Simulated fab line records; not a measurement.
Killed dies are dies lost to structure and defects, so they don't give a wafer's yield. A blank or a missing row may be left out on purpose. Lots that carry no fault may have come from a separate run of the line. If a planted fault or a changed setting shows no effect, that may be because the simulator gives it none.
What tool caused it? | flow gf180mcu | 36 wafers from 13 lots sampled at 4 of the route's 602 steps

== WHAT EACH GAUGE READ, for each wafer ==
GF_STI_THK_MEAS_22.
lot  | measured    | on            | STI_OXIDATION_01_THK (nm)
L944 | day 2 03:15 | film_metro-02 | 14.83 14.86 14.72
L945 | day 2 08:29 | film_metro-03 | 14.99 14.97 14.96
L946 | day 2 14:05 | film_metro-02 | 14.95 15.29 15.34
L947 | day 2 19:55 | film_metro-03 | 15.32 14.98 15.04
L948 | day 3 00:53 | film_metro-01 | 14.74 14.90 14.97
L949 | day 3 05:58 | film_metro-02 | 14.63 14.20 14.48
L952 | day 3 21:22 | film_metro-03 | 14.90 15.13 15.11
L956 | day 4 17:21 | film_metro-02 | 15.08 15.28 15.18
L958 | day 5 03:43 | film_metro-03 | 14.70 14.73
L960 | day 5 15:09 | film_metro-01 | 15.37 15.12
L961 | day 5 18:26 | film_metro-01 | 15.46 15.17
L965 | day 6 14:47 | film_metro-02 | 15.08 15.28 15.09
L966 | day 6 20:58 | film_metro-01 | 15.01 15.11 15.15

GF_VT_IMPLANT_RS_MEAS_49: measures by four-point-probe.
lot  | measured     | on            | MVPSD_RS (ohm/sq)
L944 | day 7 12:59  | film_metro-04 | 1170.9 1167.8 1167.0
L945 | day 7 19:40  | film_metro-01 | 1169.7 1166.8 1171.3
L946 | day 8 04:34  | film_metro-04 | 1165.4 1165.3 1164.7
L947 | day 8 10:52  | film_metro-03 | 1175.8 1176.5 1169.8
L948 | day 8 15:17  | film_metro-01 | 1166.7 1172.3 1167.9
L949 | day 9 02:35  | film_metro-03 | 1170.7 1172.0 1168.7
L952 | day 9 20:11  | film_metro-01 | 1166.2 1166.0 1164.9
L956 | day 10 19:08 | film_metro-03 | 1171.0 1167.6 1168.6
L958 | day 11 11:46 | film_metro-01 | 1170.0 1206.7
L960 | day 12 00:03 | film_metro-03 | 1170.8 1208.1
L961 | day 12 06:44 | film_metro-03 | 1169.3 1204.4
L965 | day 13 08:33 | film_metro-01 | 1170.1 1170.2 1168.6
L966 | day 13 18:02 | film_metro-04 | 1167.4 1161.6 1165.5

== WHICH TOOL RAN EACH LOT (tool, then ch and the chambers of the sampled wafers, then the start) ==
lot  | GF_MVPSD_IMPLANT_08             | GF_VT_IMPLANT_STRIP_31
L944 | implanter-01 ch 0, day 4 23:56  | plasma_asher-01 ch 0,1, day 6 20:31
L945 | implanter-01 ch 0, day 5 05:55  | plasma_asher-04 ch 0,1, day 7 03:11
L946 | implanter-02 ch 0, day 5 14:02  | plasma_asher-02 ch 0,1, day 7 11:59
L947 | implanter-02 ch 0, day 5 19:02  | plasma_asher-04 ch 0, day 7 17:56
L948 | implanter-02 ch 0, day 5 23:43  | plasma_asher-02 ch 0,1, day 7 22:14
L949 | implanter-01 ch 0, day 6 09:23  | plasma_asher-01 ch 0,1, day 8 09:13
L952 | implanter-04 ch 0, day 7 01:42  | plasma_asher-01 ch 0,1, day 9 02:59
L956 | implanter-01 ch 0, day 7 22:11  | plasma_asher-04 ch 0,1, day 10 00:39
L958 | implanter-02 ch 0, day 8 12:25  | plasma_asher-01 ch 1, day 10 16:37
L960 | implanter-02 ch 0, day 9 00:05  | plasma_asher-01 ch 0, day 11 04:23
L961 | implanter-02 ch 0, day 9 05:23  | plasma_asher-04 ch 0, day 11 10:14
L965 | implanter-01 ch 0, day 10 03:50 | plasma_asher-04 ch 0,1, day 12 11:58
L966 | implanter-04 ch 0, day 10 11:26 | plasma_asher-02 ch 0,1, day 12 21:08
- GF_MVPSD_IMPLANT_08
- GF_VT_IMPLANT_STRIP_31: strips in O2/N2.

== AS READ BY THE TOOLS THEMSELVES (means over the sampled wafers that have a number; for cases with no such wafer, the mark the record gives instead) ==
GF_MVPSD_IMPLANT_08.
lot  | tool         | tilt_deg (degrees)
L944 | implanter-01 | -0.041
L945 | implanter-01 | -0.015
L946 | implanter-02 | -0.010
L947 | implanter-02 | 0.017
L948 | implanter-02 | -0.009
L949 | implanter-01 | 0.008
L952 | implanter-04 | 0.029
L956 | implanter-01 | -0.008
L958 | implanter-02 | -0.022
L960 | implanter-02 | 0.004
L961 | implanter-02 | 0.009
L965 | implanter-01 | -0.028
L966 | implanter-04 | -0.016

GF_VT_IMPLANT_STRIP_31.
lot  | tool            | drypump_motor_current_A (A) | heater_power_w (W) | oes_product_au (a.u.) | platen_temp_c (C) | strip_time_to_endpoint_s (s)
L944 | plasma_asher-01 | 6.4                         | 382                | 0.715                 | 249.79            | 12.627
L945 | plasma_asher-04 | 5.1                         | 388                | 0.716                 | 249.80            | 12.641
L946 | plasma_asher-02 | 5.8                         | 353                | 0.717                 | 250.12            | 12.605
L947 | plasma_asher-04 | 5.0                         | 300                | 0.711                 | 249.84            | 12.631
L948 | plasma_asher-02 | 5.8                         | 346                | 0.716                 | 250.15            | 12.658
L949 | plasma_asher-01 | 6.4                         | 386                | 0.718                 | 250.01            | 12.627
L952 | plasma_asher-01 | 6.2                         | 351                | 0.715                 | 250.14            | 12.601
L956 | plasma_asher-04 | 5.1                         | 340                | 0.715                 | 249.78            | 12.623
L958 | plasma_asher-01 | 6.0                         | 314                | 0.712                 | 250.16            | 12.614
L960 | plasma_asher-01 | 6.7                         | 412                | 0.718                 | 249.95            | 12.616
L961 | plasma_asher-04 | 5.0                         | 294                | 0.720                 | 249.84            | 12.572
L965 | plasma_asher-04 | 5.2                         | 383                | 0.712                 | 250.03            | 12.631
L966 | plasma_asher-02 | 5.8                         | 352                | 0.719                 | 250.05            | 12.612

== THE ANSWER, worked out from the rows above alone ==
Rule: the lots themselves supply what counts as usual. Put in order of their means at a reading, lots are off if they are a third of the lots or fewer, leave a main group of 4 or more, and stand apart from it by a gap of 3 or more times the standard deviation of the main group's means; of several such gaps the widest counts. The tables above print the reading to a certain number of digits; a main group whose means all agree to those digits is not used. A lot without any number at a reading at which 4 lots or more have one is off too. Any other lot the step has rows for is counted as sound. First the gauges in route order, then the tools' own readings, where a lot's mean is used as printed above. The first step at which some lot is off is used, and at that step the reading that is off furthest; a lot without a number counts as furthest.
Off: L958, L960, L961, seen at GF_VT_IMPLANT_RS_MEAS_49 (MVPSD_RS). Main group: mean 1168.6 ohm/sq, sd 2.6.
A tool fits if, at a process step before that reading, it ran every lot that is off, and no sound lot after the first of them. Those tools and the gauges at GF_VT_IMPLANT_RS_MEAS_49 are tried in the same way. One fits: GF_MVPSD_IMPLANT_08 on implanter-02. Its last sound lot is L948 (day 5 23:43), its first lot that is off L958 (day 8 12:25): a fault that began between those two fits.

== WHAT THE SIMULATOR HAD PUT IN ==
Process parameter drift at GF_MVPSD_IMPLANT_08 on implanter-02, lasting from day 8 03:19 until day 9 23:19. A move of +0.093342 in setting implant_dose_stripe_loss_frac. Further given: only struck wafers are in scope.
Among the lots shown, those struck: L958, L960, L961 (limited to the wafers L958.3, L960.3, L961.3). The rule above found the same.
